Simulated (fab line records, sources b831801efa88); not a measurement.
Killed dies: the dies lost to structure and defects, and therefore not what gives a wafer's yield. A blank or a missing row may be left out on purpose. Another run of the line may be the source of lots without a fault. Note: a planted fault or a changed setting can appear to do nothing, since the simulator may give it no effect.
fab line records -- flow sky130
record: lots: 11, wafers: 33, lastDay: 50
route steps=708 shown PWDE@53 SONOS_ONO@185 LI_CONTACT@374 METAL1@434
lots that met no fault: from a run of the same line without faults
startH: hours from the record's first day to the start of the lot's first wafer shown -- waitH: how many hours have passed since the lot's step before this one -- " the same as in the row above -- L1.1+2: one row covering several wafers at once -- - no value, or no start given -- * or withheld: withheld -- < > ~ a bound
route shown NAME@n: NAME is a module with steps in the file, n the number in the route of the first one -- usual: mean and standard deviation over wafers with no fault -- same: alike in all rows -- chamber/n: place in a boat -- sites: readings site by site -- _std_site: the standard deviation of these -- _edge_site: outer sites' mean less inner sites' -- radiusMm: how far each site lies from the wafer's centre -- mask NAME#n: copy n -- behind: the last tool/chamber to shape the wafer -- hold: reason for holding the lot/hours on hold/outcome of the hold -- device: names the non-switching transistor (n, p or np) -- end of line: tests run on the same wafers once the route is complete -- where a step has no rows: the recipe by itself -- killed: dies lost to structure and defects at the first sort, not the wafer's yield -- map: per-die view of a wafer (x killed, . not killed, _ where there is no die)
set.NAME: the setting the step ran with; set.NAME@STEP: the setting that earlier step ran with -- model.NAME: the simulator's own value behind a step, which no gauge read
the route's steps for a sample of lots (tables are steps, rows are wafers)
services: the hour from which a tool's chamber was out of use, counted from the record's first day as startH (under 0 if before that day), plus the number of hours and why
== steps ==
step: SKY_PWDE_IMPLANT_08
recipe: species: B, energyKev: 150, doseCm2: 3.6e+12, tiltDeg: withheld
usual: doseIonsCm2: 3.6e+12/4.5e+09, faradayCurrentUA: 20.2/0.41
lot.wafer,tool,chamber,startH,waitH,doseIonsCm2,faradayCurrentUA
L278.1,implanter-04,0,78.96,0.0,3.597e+12,19.9
L278.5,implanter-04,0,78.96,0.0,3.599e+12,20.5
L278.6,implanter-04,0,78.96,0.0,3.598e+12,20.8
L280.1,implanter-02,0,92.41,0.0,3.601e+12,20.6
L280.3,implanter-02,0,92.41,0.0,3.595e+12,20.4
L280.5,implanter-02,0,92.41,0.0,3.6e+12,20.2
L282.1,implanter-02,0,97.22,0.0,3.594e+12,20.7
L282.5,implanter-02,0,97.22,0.0,3.597e+12,19.9
L282.6,implanter-02,0,97.22,0.0,3.6e+12,20.8
L283.2,implanter-01,0,107.58,0.0,3.603e+12,21.2
L283.4,implanter-01,0,107.58,0.0,3.605e+12,20.4
L283.6,implanter-01,0,107.58,0.0,3.607e+12,20.4
L286.2,implanter-04,0,124.93,0.0,3.602e+12,20.6
L286.4,implanter-04,0,124.93,0.0,3.599e+12,19.8
L286.5,implanter-04,0,124.93,0.0,3.599e+12,20.3
L289.2,implanter-02,0,141.67,0.0,3.377e+12,19.0
L289.3,implanter-02,0,141.67,0.0,3.381e+12,18.3
L289.4,implanter-02,0,141.67,0.0,3.382e+12,19.1
L291.3,implanter-02,0,153.92,0.1,3.372e+12,19.1
L291.4,implanter-02,0,153.92,0.1,3.367e+12,19.3
L291.5,implanter-02,0,153.92,0.1,3.373e+12,18.7
L292.1,implanter-04,0,156.86,0.0,3.596e+12,20.0
L292.2,implanter-04,0,156.86,0.0,3.599e+12,20.1
L292.3,implanter-04,0,156.86,0.0,3.597e+12,20.1
L293.2,implanter-04,0,164.63,0.0,3.6e+12,21.0
L293.4,implanter-04,0,164.63,0.0,3.595e+12,20.9
L293.5,implanter-04,0,164.63,0.0,3.603e+12,19.8
L295.1,implanter-04,0,179.87,0.0,3.605e+12,19.6
L295.2,implanter-04,0,179.87,0.0,3.607e+12,20.2
L295.5,implanter-04,0,179.87,0.0,3.605e+12,19.4
L296.3,implanter-01,0,181.60,0.1,3.603e+12,20.0
L296.4,implanter-01,0,181.60,0.1,3.598e+12,20.7
L296.5,implanter-01,0,181.60,0.1,3.602e+12,19.7
step: SKY_PWDE_TW_MEAS_10
usual: PWDE_TW: 373.3/2.4
lot.wafer,tool,chamber,startH,waitH,PWDE_TW
L278.1,filmMetro-03,-,79.21,0.1,375.5
L278.5,filmMetro-03,-,79.21,0.1,375.3
L278.6,filmMetro-03,-,79.21,0.1,374.4
L280.1,filmMetro-04,-,92.66,0.1,378.1
L280.3,filmMetro-04,-,92.66,0.1,375.2
L280.5,filmMetro-04,-,92.66,0.1,375.5
L282.1,filmMetro-03,-,97.47,0.1,374.6
L282.5,filmMetro-03,-,97.47,0.1,374.7
L282.6,filmMetro-03,-,97.47,0.1,373.3
L283.2,filmMetro-03,-,107.82,0.1,372.2
L283.4,filmMetro-03,-,107.82,0.1,371.7
L283.6,filmMetro-03,-,107.82,0.1,372.1
L286.2,filmMetro-04,-,125.17,0.1,373.8
L286.4,filmMetro-04,-,125.17,0.1,371.6
L286.5,filmMetro-04,-,125.17,0.1,373.2
L289.2,filmMetro-04,-,141.91,0.1,367.8
L289.3,filmMetro-04,-,141.91,0.1,367.2
L289.4,filmMetro-04,-,141.91,0.1,368.0
L291.3,filmMetro-04,-,154.14,0.1,367.9
L291.4,filmMetro-04,-,154.14,0.1,365.8
L291.5,filmMetro-04,-,154.14,0.1,366.1
L292.1,filmMetro-04,-,157.11,0.1,374.5
L292.2,filmMetro-04,-,157.11,0.1,373.2
L292.3,filmMetro-04,-,157.11,0.1,375.4
L293.2,filmMetro-04,-,164.86,0.1,372.2
L293.4,filmMetro-04,-,164.86,0.1,375.5
L293.5,filmMetro-04,-,164.86,0.1,374.2
L295.1,filmMetro-02,-,180.12,0.1,370.2
L295.2,filmMetro-02,-,180.12,0.1,369.5
L295.5,filmMetro-02,-,180.12,0.1,371.4
L296.3,filmMetro-03,-,181.82,0.1,373.0
L296.4,filmMetro-03,-,181.82,0.1,371.3
L296.5,filmMetro-03,-,181.82,0.1,371.6
step: SKY_NWELL_RS_MEAS_31
recipe: thkMeasGauge: four-point-probe
usual: PWDE_RS: 5283/17
lot.wafer,tool,chamber,startH,waitH,PWDE_RS[ohm/sq]
L278.1,filmMetro-02,-,114.31,0.1,5286
L278.5,filmMetro-02,-,114.31,0.1,5311
L278.6,filmMetro-02,-,114.31,0.1,5267
L280.1,filmMetro-02,-,129.08,0.1,5271
L280.3,filmMetro-02,-,129.08,0.1,5243
L280.5,filmMetro-02,-,129.08,0.1,5264
L282.1,filmMetro-02,-,134.83,0.1,5257
L282.5,filmMetro-02,-,134.83,0.1,5247
L282.6,filmMetro-02,-,134.83,0.1,5276
L283.2,filmMetro-02,-,145.49,0.1,5299
L283.4,filmMetro-02,-,145.49,0.1,5303
L283.6,filmMetro-02,-,145.49,0.1,5298
L286.2,filmMetro-03,-,164.32,0.1,5278
L286.4,filmMetro-03,-,164.32,0.1,5300
L286.5,filmMetro-03,-,164.32,0.1,5277
L289.2,filmMetro-03,-,181.32,0.1,5544
L289.3,filmMetro-03,-,181.32,0.1,5529
L289.4,filmMetro-03,-,181.32,0.1,5528
L291.3,filmMetro-04,-,194.85,0.1,5551
L291.4,filmMetro-04,-,194.85,0.1,5549
L291.5,filmMetro-04,-,194.85,0.1,5548
L292.1,filmMetro-04,-,199.70,0.1,5280
L292.2,filmMetro-04,-,199.70,0.1,5294
L292.3,filmMetro-04,-,199.70,0.1,5283
L293.2,filmMetro-04,-,207.50,0.1,5313
L293.4,filmMetro-04,-,207.50,0.1,5308
L293.5,filmMetro-04,-,207.50,0.1,5304
L295.1,filmMetro-02,-,224.30,0.1,5279
L295.2,filmMetro-02,-,224.30,0.1,5302
L295.5,filmMetro-02,-,224.30,0.1,5255
L296.3,filmMetro-03,-,226.21,0.1,5261
L296.4,filmMetro-03,-,226.21,0.1,5279
L296.5,filmMetro-03,-,226.21,0.1,5271
step: SKY_SONOS_ONO_STRIP_17
recipe: chemistry: O2/N2, powerW: 1400, pressureMtorr: 1500, platenTempC: withheld, o2FlowSccm: 3000, n2FlowSccm: 300, overashFraction: 0.5
usual: drypumpMotorCurrentA: 6.0/0.43, oesProductAu: 0.709/0.0049, stripTimeToEndpointS: 14.11/0.038
lot.wafer,tool,chamber,startH,waitH,drypumpMotorCurrentA,oesProductAu,rfHoursCounterH,stripTimeToEndpointS
L278.1,plasmaAsher-04,1,289.58,0.0,6.0,0.704,62,14.19
L278.5,plasmaAsher-04,0,289.58,0.0,5.2,0.715,-,14.14
L278.6,plasmaAsher-04,1,289.58,0.0,6.0,0.702,-,14.19
L280.1,plasmaAsher-03,0,310.00,0.0,5.5,0.706,51,14.14
L280.3,plasmaAsher-03,0,310.00,0.0,5.5,0.717,-,14.10
L280.5,plasmaAsher-03,1,310.00,0.0,5.9,0.707,-,14.10
L282.1,plasmaAsher-01,1,318.70,0.0,6.5,0.716,20,14.14
L282.5,plasmaAsher-01,1,318.70,0.0,6.5,0.704,-,14.12
L282.6,plasmaAsher-01,0,318.70,0.0,6.3,0.711,-,14.14
L283.2,plasmaAsher-03,0,328.78,0.0,5.5,0.707,53,14.15
L283.4,plasmaAsher-03,1,328.78,0.0,5.9,0.709,-,14.15
L283.6,plasmaAsher-03,1,328.78,0.0,5.9,0.710,-,14.19
L286.2,plasmaAsher-01,0,355.80,0.0,6.2,0.709,24,14.12
L286.4,plasmaAsher-01,0,355.80,0.0,6.3,0.709,-,14.14
L286.5,plasmaAsher-01,0,355.80,0.0,6.3,0.707,-,14.11
L289.2,plasmaAsher-01,1,382.78,0.0,6.5,0.705,27,14.10
L289.3,plasmaAsher-01,0,382.78,0.0,6.3,0.713,-,14.09
L289.4,plasmaAsher-01,1,382.78,0.0,6.5,0.709,-,14.13
L291.3,plasmaAsher-03,0,400.88,0.0,5.5,0.709,-,14.12
L291.4,plasmaAsher-03,1,400.88,0.0,5.9,0.717,-,14.06
L291.5,plasmaAsher-03,0,400.88,0.0,5.5,0.701,-,14.08
L292.1,plasmaAsher-01,1,407.70,0.0,6.5,0.718,29,14.07
L292.2,plasmaAsher-01,0,407.70,0.0,6.3,0.714,29,14.07
L292.3,plasmaAsher-01,0,407.70,0.0,6.3,0.707,-,14.06
L293.2,plasmaAsher-01,1,415.68,0.0,6.5,0.709,30,14.14
L293.4,plasmaAsher-01,1,415.68,0.0,6.5,0.716,-,14.12
L293.5,plasmaAsher-01,1,415.68,0.0,6.5,0.702,-,14.10
L295.1,plasmaAsher-04,1,440.85,0.0,6.0,0.706,1,14.12
L295.2,plasmaAsher-04,0,440.85,0.0,5.2,0.710,1,14.17
L295.5,plasmaAsher-04,0,440.85,0.0,5.3,0.701,-,14.12
L296.3,plasmaAsher-04,1,445.95,0.0,6.0,0.710,-,14.05
L296.4,plasmaAsher-04,0,445.95,0.0,5.3,0.706,-,14.10
L296.5,plasmaAsher-04,1,445.95,0.0,6.0,0.714,-,14.04
step: SKY_LI_CONTACT_CD_MEAS_12
recipe: targetCdNm: 170
usual: cdNm: 170.1/1.6
lot.wafer,tool,chamber,startH,waitH,cdNm
L278.1,cdSem-02,-,686.66,-,166.2
L278.5,cdSem-02,-,686.66,-,166.9
L278.6,cdSem-02,-,686.66,-,168.6
L280.1,cdSem-01,-,704.58,-,169.4
L280.3,cdSem-01,-,704.58,-,168.0
L280.5,cdSem-01,-,704.58,-,167.3
L282.1,cdSem-02,-,716.66,-,169.0
L282.5,cdSem-02,-,716.66,-,169.5
L282.6,cdSem-02,-,716.66,-,168.3
L283.2,cdSem-02,-,728.90,-,168.9
L283.4,cdSem-02,-,728.90,-,170.3
L283.6,cdSem-02,-,728.90,-,170.4
L286.2,cdSem-02,-,755.70,-,170.5
L286.4,cdSem-02,-,755.70,-,169.7
L286.5,cdSem-02,-,755.70,-,170.3
L289.2,cdSem-01,-,778.14,-,170.2
L289.3,cdSem-01,-,778.14,-,171.8
L289.4,cdSem-01,-,778.14,-,171.4
L291.3,cdSem-02,-,797.77,-,171.2
L291.4,cdSem-02,-,797.77,-,170.9
L291.5,cdSem-02,-,797.77,-,171.7
L292.1,cdSem-01,-,801.74,-,170.3
L292.2,cdSem-01,-,801.74,-,168.4
L292.3,cdSem-01,-,801.74,-,168.6
L293.2,cdSem-02,-,812.84,-,172.2
L293.4,cdSem-02,-,812.84,-,171.5
L293.5,cdSem-02,-,812.84,-,172.6
L295.1,cdSem-02,-,838.59,-,172.0
L295.2,cdSem-02,-,838.59,-,172.1
L295.5,cdSem-02,-,838.59,-,173.1
L296.3,cdSem-02,-,840.53,-,171.8
L296.4,cdSem-02,-,840.53,-,172.9
L296.5,cdSem-02,-,840.53,-,172.5
step: SKY_METAL1_SPUTTER_00
recipe: material: Ti, targetThkNm: 15, powerW: 3000, timeS: 10, chamberPressurePa: 0.4
usual: throttleValvePct: 29.5/0.85
lot.wafer,tool,chamber,startH,waitH,throttleValvePct
L278.1,pvdSputter-04,-,748.30,0.1,30.9
L278.5,pvdSputter-04,-,748.30,0.1,31.3
L278.6,pvdSputter-04,-,748.30,0.1,28.7
L280.1,pvdSputter-01,-,765.79,0.1,29.5
L280.3,pvdSputter-01,-,765.79,0.1,30.6
L280.5,pvdSputter-01,-,765.79,0.1,28.5
L282.1,pvdSputter-02,-,775.67,0.2,27.9
L282.5,pvdSputter-02,-,775.67,0.2,27.7
L282.6,pvdSputter-02,-,775.67,0.2,29.2
L283.2,pvdSputter-01,-,789.05,0.2,30.2
L283.4,pvdSputter-01,-,789.05,0.2,30.8
L283.6,pvdSputter-01,-,789.05,0.2,30.1
L286.2,pvdSputter-02,-,815.87,0.2,28.1
L286.4,pvdSputter-02,-,815.87,0.2,29.9
L286.5,pvdSputter-02,-,815.87,0.2,29.2
L289.2,pvdSputter-01,-,838.46,0.2,30.6
L289.3,pvdSputter-01,-,838.46,0.2,28.7
L289.4,pvdSputter-01,-,838.46,0.2,28.8
L291.3,pvdSputter-02,-,857.91,0.2,29.4
L291.4,pvdSputter-02,-,857.91,0.2,30.3
L291.5,pvdSputter-02,-,857.91,0.2,27.9
L292.1,pvdSputter-02,-,859.21,0.1,29.4
L292.2,pvdSputter-02,-,859.21,0.1,30.5
L292.3,pvdSputter-02,-,859.21,0.1,29.1
L293.2,pvdSputter-04,-,870.93,0.1,29.6
L293.4,pvdSputter-04,-,870.93,0.1,29.7
L293.5,pvdSputter-04,-,870.93,0.1,29.8
L295.1,pvdSputter-01,-,895.07,0.2,28.5
L295.2,pvdSputter-01,-,895.07,0.2,30.7
L295.5,pvdSputter-01,-,895.07,0.2,30.1
L296.3,pvdSputter-02,-,897.51,0.2,28.2
L296.4,pvdSputter-02,-,897.51,0.2,30.0
L296.5,pvdSputter-02,-,897.51,0.2,27.7
== services ==
tool,chamber,startH,hours,kind
pvdSputter-02,-,63.85,13.7,repair
implanter-04,-,66.48,1.0,repair
implanter-04,-,82.56,3.4,pm
implanter-04,-,94.99,2.5,repair
plasmaAsher-01,-,108.75,9.0,pm
implanter-04,-,112.71,2.5,pm
plasmaAsher-01,-,175.24,3.8,repair
pvdSputter-02,-,192.82,4.5,repair
implanter-04,-,230.15,12.5,pm
implanter-04,-,254.27,8.8,repair
implanter-04,-,350.07,4.0,repair
pvdSputter-02,-,355.66,4.3,repair
implanter-04,-,380.70,0.7,repair
pvdSputter-02,-,445.53,7.3,repair
pvdSputter-02,-,474.70,5.6,repair
pvdSputter-02,-,507.04,3.7,repair
pvdSputter-02,-,515.98,14.7,repair
pvdSputter-02,-,524.73,0.8,repair
implanter-04,-,533.28,1.2,repair
plasmaAsher-01,-,547.37,0.4,repair
implanter-04,-,556.03,6.3,pm
implanter-04,-,570.14,2.0,repair
implanter-04,-,572.09,3.3,pm
plasmaAsher-01,-,671.89,0.4,repair
== key ==
firstSign: step: SKY_PWDE_IMPLANT_08, reading: doseIonsCm2, direction: down, sigmas: 51, usual: *, struck: *
effect: step: SKY_PWDE_IMPLANT_08, reading: faradayCurrentUA, direction: down, sigmas: 3.2, usual: 20.2, struck: 18.9
effect: step: SKY_PWDE_TW_MEAS_10, reading: PWDE_TW, direction: down, sigmas: 2.6, usual: 373.3, struck: 367.1
effect: step: SKY_NWELL_RS_MEAS_31, reading: PWDE_RS, direction: up, sigmas: 15, usual: 5283, struck: 5542
metAt SKY_PWDE_IMPLANT_08
struckLots L289,L291
testerLeftOut L289,L291
notActingAt SKY_SONOS_ONO_STRIP_17,SKY_LI_CONTACT_CD_MEAS_12,SKY_METAL1_SPUTTER_00
onsetBetween 97.22 141.67
fault: kind: processParameterDrift, tool: implanter-02, chamber: -, onsetH: 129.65, steps: SKY_PWDE_IMPLANT_08, channel: doseCm2, offset: *, shape: step, endH: 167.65, actsIn: *, stated: *
testerLeftOut: of these lots the tester's yield and bins aren't shown, on N5 and GAA mostly nor the transistor test; their killed dies are dies lost to structure and defects alone, not to doping, threshold or leakage, so they don't give the yield
